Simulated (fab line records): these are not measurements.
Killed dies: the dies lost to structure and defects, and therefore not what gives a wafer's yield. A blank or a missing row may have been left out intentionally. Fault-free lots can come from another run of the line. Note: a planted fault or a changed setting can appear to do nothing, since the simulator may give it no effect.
Matching of chambers :: flow sky130 :: SKY_FIELD_ISO_ETCH_17 on rie si-01 has 4 sister chambers
The step etches Si in HBr/Cl2/O2, target depth 342 nm, time 97.7 s. 16 wafers are shown with their chamber, then 8 later ones without.

WAFERS PAIRED WITH THEIR CHAMBERS
wafer: L619.1
chamber: 0
drypump motor current A (A): 6.6
oes product au (a.u.): 0.984
throttle valve pct (%): 25.674

wafer: L619.4
chamber: 1
drypump motor current A (A): 6.1
oes product au (a.u.): 0.995
throttle valve pct (%): 25.650

wafer: L619.5
chamber: 0
drypump motor current A (A): 6.6
oes product au (a.u.): 0.988
throttle valve pct (%): 25.670

wafer: L621.1
chamber: 3
drypump motor current A (A): 6.1
oes product au (a.u.): 0.991
throttle valve pct (%): 25.646

wafer: L621.2
chamber: 2
drypump motor current A (A): 5.2
oes product au (a.u.): 0.997
throttle valve pct (%): 25.664

wafer: L621.3
chamber: 0
drypump motor current A (A): 6.7
oes product au (a.u.): 0.982
throttle valve pct (%): 25.658

wafer: L622.1
chamber: 0
drypump motor current A (A): 6.7
oes product au (a.u.): 0.984
throttle valve pct (%): 25.654

wafer: L622.3
chamber: 2
drypump motor current A (A): 5.2
oes product au (a.u.): 1.001
throttle valve pct (%): 25.637

wafer: L622.4
chamber: 3
drypump motor current A (A): 6.2
oes product au (a.u.): 0.988
throttle valve pct (%): 25.658

wafer: L624.2
chamber: 2
drypump motor current A (A): 5.1
oes product au (a.u.): 0.994
throttle valve pct (%): 25.669

wafer: L624.3
chamber: 1
drypump motor current A (A): 6.1
oes product au (a.u.): 0.993
throttle valve pct (%): 25.656

wafer: L624.6
chamber: 2
drypump motor current A (A): 5.1
oes product au (a.u.): 1.006
throttle valve pct (%): 25.642

wafer: L630.3
chamber: 3
drypump motor current A (A): 6.1
oes product au (a.u.): 0.996
throttle valve pct (%): 25.662

wafer: L630.5
chamber: 1
drypump motor current A (A): 6.1
oes product au (a.u.): 0.995
throttle valve pct (%): 25.657

wafer: L630.6
chamber: 0
drypump motor current A (A): 6.6
oes product au (a.u.): 0.984
throttle valve pct (%): 25.654

wafer: L635.1
chamber: 0
drypump motor current A (A): 6.7
oes product au (a.u.): 0.981
throttle valve pct (%): 25.658

SIGNATURES (means of the wafers above)
reading: drypump motor current A
chamber 0: 6.650
chamber 1: 6.100
chamber 2: 5.150
chamber 3: 6.133
scatter within a chamber: 0.0514

reading: oes product au
chamber 0: 0.98383
chamber 1: 0.99433
chamber 2: 0.99950
chamber 3: 0.99167
scatter within a chamber: 0.00348

reading: throttle valve pct
chamber 0: 25.66133
chamber 1: 25.65433
chamber 2: 25.65300
chamber 3: 25.65533
scatter within a chamber: 0.0104
Rule: distance of a wafer from a chamber = root of the sum over the readings of ((wafer's reading minus chamber's mean) / reading's scatter) squared. If the next closest chamber is less than 2 further off than the closest, the wafer can't be placed; otherwise it belongs to the closest. The scatter is the square root of a quotient: the sum, over the shown wafers, of each reading's squared deviation from its chamber's mean, divided by wafers minus chambers.

WAFERS WITH NO CHAMBER GIVEN
wafer: L635.2
drypump motor current A (A): 5.1
oes product au (a.u.): 1.017
throttle valve pct (%): 25.646

wafer: L635.6
drypump motor current A (A): 6.1
oes product au (a.u.): 0.985
throttle valve pct (%): 25.652

wafer: L637.1
drypump motor current A (A): 5.1
oes product au (a.u.): 0.984
throttle valve pct (%): 25.687

wafer: L637.2
drypump motor current A (A): 6.6
oes product au (a.u.): 0.973
throttle valve pct (%): 25.667

wafer: L637.6
drypump motor current A (A): 5.2
oes product au (a.u.): 0.989
throttle valve pct (%): 25.666

wafer: L642.1
drypump motor current A (A): 5.2
oes product au (a.u.): 0.990
throttle valve pct (%): 25.665

wafer: L642.3
drypump motor current A (A): 6.7
oes product au (a.u.): 0.970
throttle valve pct (%): 25.661

wafer: L642.6
drypump motor current A (A): 6.1
oes product au (a.u.): 0.983
throttle valve pct (%): 25.669

WHICH CHAMBER EACH WENT THROUGH
wafer: L635.2
from the rows above: 2
in truth: 2

wafer: L635.6
from the rows above: can't be placed: 3 or 1
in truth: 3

wafer: L637.1
from the rows above: 2
in truth: 2

wafer: L637.2
from the rows above: 0
in truth: 0

wafer: L637.6
from the rows above: 2
in truth: 2

wafer: L642.1
from the rows above: 2
in truth: 2

wafer: L642.3
from the rows above: 0
in truth: 0

wafer: L642.6
from the rows above: can't be placed: 3 or 1
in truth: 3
Placed correctly: 6 of 8. Not placeable from these rows: 2 (in 2, the candidates include the true chamber). Wrongly placed: 0.
